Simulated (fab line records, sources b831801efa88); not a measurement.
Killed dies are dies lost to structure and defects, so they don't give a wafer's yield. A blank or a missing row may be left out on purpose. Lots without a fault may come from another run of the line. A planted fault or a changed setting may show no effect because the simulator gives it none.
Chamber matching | flow gf180mcu | GF_SAB_ETCH_11 on rie_diel-02: 4 sister chambers
The step etches SiO2 in C4F8/O2/Ar, target depth 55 nm, time 8.5 s. 7 wafers are shown with their chamber, then 7 later ones without.

WAFERS WITH THEIR CHAMBER
wafer  | chamber | oes_product_au (a.u.)
L883.5 | 0       | 0.992
L884.4 | 3       | 0.989
L887.1 | 2       | 0.994
L887.3 | 1       | 1.002
L887.4 | 3       | 0.995
L888.1 | 2       | 1.010
L888.3 | 1       | 0.999

WAFERS WITHOUT THEIR CHAMBER
wafer  | oes_product_au (a.u.)
L888.5 | 0.983
L890.3 | 1.009
L890.4 | 0.979
L890.5 | 0.980
L892.1 | 0.996
L892.4 | 1.004
L892.6 | 1.003

WHICH CHAMBER EACH WENT THROUGH
wafer  | from the rows above               | in truth
L888.5 | can't be placed: 0 or 3 or 1 or 2 | 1
L890.3 | can't be placed: 2 or 1 or 0 or 3 | 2
L890.4 | can't be placed: 0 or 3 or 1 or 2 | 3
L890.5 | can't be placed: 0 or 3 or 1 or 2 | 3
L892.1 | can't be placed: 0 or 3 or 1 or 2 | 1
L892.4 | can't be placed: 2 or 1 or 0 or 3 | 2
L892.6 | can't be placed: 2 or 1 or 0 or 3 | 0
Placed correctly: 0 of 7. Can't be placed from these rows: 7 (the true chamber is among the candidates in 7). Placed wrongly: 0.
How it was worked out, from the rows above alone: a wafer's distance from a chamber is the root of the sum, over the readings, of the square of ((its reading less the chamber's mean) divided by the reading's scatter). The wafer belongs to the nearest chamber; if the next one is less than 2 further off, it can't be placed. A chamber's mean is the mean of its shown wafers. The scatter: the root of (the sum of the squares of (reading less its chamber's mean) over the shown wafers, divided by (wafers less chambers)).
